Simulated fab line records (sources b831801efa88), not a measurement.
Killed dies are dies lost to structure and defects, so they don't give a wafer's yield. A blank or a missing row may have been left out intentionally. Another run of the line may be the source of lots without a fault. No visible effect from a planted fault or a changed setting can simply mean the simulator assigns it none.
Which tool did it?	flow gf180mcu	Sampling: 12 lots, 36 wafers, 6 of 602 route steps

## WHAT THE GAUGES READ, wafer by wafer
GF_POLY_GATE_THK_MEAS_17.
lot	measured	on	POLY_GATE_OXIDATION_THK (nm)
L918	day 9 06:25	film-metro-01	4.03 4.07 4.00
L919	day 9 16:37	film-metro-02	4.03 3.92 4.07
L920	day 9 18:33	film-metro-01	3.97 3.99 3.94
L922	day 10 09:08	film-metro-01	3.91 3.84 3.96
L923	day 10 11:56	film-metro-01	3.79 3.83 3.73
L924	day 10 22:14	film-metro-04	3.87 3.83 3.86
L932	day 13 08:07	film-metro-04	3.78 3.84 3.89
L934	day 14 02:43	film-metro-02	3.92 3.80 3.91
L935	day 14 05:37	film-metro-04	3.90 3.93 3.95
L937	day 14 21:10	film-metro-04	3.91 3.85 4.03
L939	day 16 04:34	film-metro-01	4.07 4.04 4.10
L940	day 16 08:51	film-metro-04	4.02 3.93 3.94

GF_HV_LDD_TW_MEAS_38.
lot	measured	on	HV_LDD_3_TW
L918	day 11 12:23	film-metro-04	1447 1441 1451
L919	day 12 01:09	film-metro-04	1446 1444 1441
L920	day 12 02:47	film-metro-04	1441 1441 1444
L922	day 12 18:57	film-metro-03	1457 1456 1456
L923	day 12 21:46	film-metro-02	1392 1389 1386
L924	day 13 08:34	film-metro-04	1403 1398 1394
L932	day 15 22:31	film-metro-04	1422 1429 1427
L934	day 16 20:22	film-metro-02	1428 1419 1425
L935	day 17 00:07	film-metro-03	1442 1452 1437
L937	day 17 16:31	film-metro-04	1440 1429 1433
L939	day 19 03:10	film-metro-04	1426 1433 1429
L940	day 19 07:16	film-metro-03	1452 1454 1448

GF_HV_LDD_CD_MEAS_46: target cd 400 nm.
lot	measured	on	cd-nm (nm)
L918	day 12 07:37	cd-sem-02	395.8 396.8 395.9
L919	day 12 20:13	cd-sem-02	401.8 401.0 400.4
L920	day 12 21:58	cd-sem-01	403.8 402.0 401.6
L922	day 13 15:17	cd-sem-01	395.1 393.3 395.7
L923	day 13 17:52	cd-sem-02	395.6 396.6 397.2
L924	day 14 04:16	cd-sem-01	406.4 404.3 405.0
L932	day 16 20:49	cd-sem-02	402.7 402.1 402.8
L934	day 17 19:06	cd-sem-01	398.9 401.8 399.7
L935	day 17 22:34	cd-sem-02	403.0 402.0 402.6
L937	day 18 15:57	cd-sem-02	402.5 401.4 400.3
L939	day 20 03:40	cd-sem-01	398.2 397.4 399.5
L940	day 20 07:06	cd-sem-02	397.2 398.6 396.1

GF_HV_LDD_RS_MEAS_53: uses a four-point probe to measure.
lot	measured	on	HV_LDD_RS (ohm/sq)
L918	day 12 08:12	film-metro-02	418.0 418.3 418.5
L919	day 12 20:47	film-metro-03	417.1 417.1 416.0
L920	day 12 22:33	film-metro-03	415.9 415.1 416.2
L922	day 13 15:53	film-metro-03	417.5 416.5 416.5
L923	day 13 18:44	film-metro-03	422.5 422.3 421.3
L924	day 14 04:52	film-metro-02	421.9 423.4 422.8
L932	day 16 21:24	film-metro-04	419.6 417.8 419.3
L934	day 17 19:41	film-metro-04	417.2 417.2 416.9
L935	day 17 23:09	film-metro-02	417.7 418.5 418.0
L937	day 18 16:32	film-metro-02	416.4 416.9 417.8
L939	day 20 04:15	film-metro-03	418.0 417.9 417.5
L940	day 20 07:44	film-metro-02	418.8 418.2 418.1

## EACH LOT AND THE TOOL THAT RAN IT (in order: tool; ch and the chambers of the sampled wafers; start)
lot	GF_HV_LDD_IMPLANT_36	GF_HV_LDD_STRIP_37
L918	implanter-02 ch 0, day 11 12:09	plasma-asher-03 ch 0,1, day 11 12:17
L919	implanter-04 ch 0, day 12 00:56	plasma-asher-04 ch 0,1, day 12 01:04
L920	implanter-04 ch 0, day 12 02:33	plasma-asher-03 ch 0,1, day 12 02:41
L922	implanter-04 ch 0, day 12 18:42	plasma-asher-03 ch 0,1, day 12 18:50
L923	implanter-04 ch 0, day 12 21:31	plasma-asher-04 ch 0,1, day 12 21:40
L924	implanter-04 ch 0, day 13 08:19	plasma-asher-01 ch 0,1, day 13 08:28
L932	implanter-04 ch 0, day 15 22:17	plasma-asher-04 ch 0, day 15 22:25
L934	implanter-02 ch 0, day 16 20:07	plasma-asher-01 ch 0,1, day 16 20:16
L935	implanter-04 ch 0, day 16 23:52	plasma-asher-04 ch 0,1, day 17 00:01
L937	implanter-02 ch 0, day 17 16:16	plasma-asher-04 ch 0,1, day 17 16:25
L939	implanter-04 ch 0, day 19 02:55	plasma-asher-04 ch 0,1, day 19 03:04
L940	implanter-01 ch 0, day 19 07:01	plasma-asher-04 ch 0,1, day 19 07:10
- GF_HV_LDD_IMPLANT_36
- GF_HV_LDD_STRIP_37: strips in O2/N2.

## AS READ BY THE TOOLS THEMSELVES (means over the sampled wafers that have a number; for cases with no such wafer, the mark the record gives instead)
GF_HV_LDD_IMPLANT_36.
lot	tool	dose-ions-cm2	faraday-current-uA
L918	implanter-02	7.493e+12	42.3
L919	implanter-04	7.485e+12	41.9
L920	implanter-04	7.502e+12	42.5
L922	implanter-04	7.488e+12	41.7
L923	implanter-04	5.765e+12	31.8
L924	implanter-04	5.756e+12	33.2
L932	implanter-04	7.492e+12	41.9
L934	implanter-02	7.503e+12	41.8
L935	implanter-04	7.506e+12	41.8
L937	implanter-02	7.486e+12	42.8
L939	implanter-04	7.503e+12	41.8
L940	implanter-01	7.493e+12	42.4

GF_HV_LDD_STRIP_37.
lot	tool	drypump-motor-current-A (A)	heater-power-w (W)	n2-flow-sccm (sccm)	oes-product-au (a.u.)	platen-temp-c (C)	strip-time-to-endpoint-s (s)
L918	plasma-asher-03	5.4	335	300.0	0.719	249.81	12.60
L919	plasma-asher-04	5.8	329	299.5	0.718	250.09	12.64
L920	plasma-asher-03	5.4	328	300.4	0.716	250.01	12.65
L922	plasma-asher-03	5.7	332	299.9	0.717	249.91	12.64
L923	plasma-asher-04	5.8	330	299.4	0.715	249.75	12.58
L924	plasma-asher-01	5.2	328	299.9	0.713	249.91	12.63
L932	plasma-asher-04	5.6	346	299.3	0.718	249.77	12.63
L934	plasma-asher-01	5.2	331	300.0	0.715	249.91	12.60
L935	plasma-asher-04	5.8	327	300.8	0.716	249.84	12.62
L937	plasma-asher-04	5.8	332	298.8	0.722	250.04	12.59
L939	plasma-asher-04	5.8	334	301.2	0.718	250.11	12.65
L940	plasma-asher-04	5.8	321	299.6	0.718	249.95	12.59

## THE ANSWER, worked out from the rows above alone
Rule: what is usual is taken from the lots themselves. Put in order of their means at a reading, lots are off if they are a third of the lots or fewer, leave a main group of 4 or more, and stand apart from it by a gap of 3 or more times the standard deviation of the main group's means; of several such gaps the widest counts. The tables above print the reading to a certain number of digits; a main group whose means all agree to those digits is not used. A lot without any number at a reading at which 4 lots or more have one is off too. Where the step has rows for the other lots, those lots are counted as sound. The gauges are gone through in route order, then the tools' own readings, and for those a lot's mean is taken as printed above. At the first step where some lot is off, the reading lying furthest off is the one used; lots without a number count as furthest.
Off: at GF_HV_LDD_RS_MEAS_53 (HV_LDD_RS), L923, L924. The main group: mean 417.5 ohm/sq, standard deviation 0.91.
If a tool, at a process step before that reading, ran all the lots that are off and no sound lot after the first of them, it fits. The gauges at GF_HV_LDD_RS_MEAS_53 aren't tried: what is off there is off at GF_HV_LDD_IMPLANT_36 too, on other tools, and a gauge's error can't cause that. Not one of the candidates tried fits.

## WHAT THE SIMULATOR PUT IN
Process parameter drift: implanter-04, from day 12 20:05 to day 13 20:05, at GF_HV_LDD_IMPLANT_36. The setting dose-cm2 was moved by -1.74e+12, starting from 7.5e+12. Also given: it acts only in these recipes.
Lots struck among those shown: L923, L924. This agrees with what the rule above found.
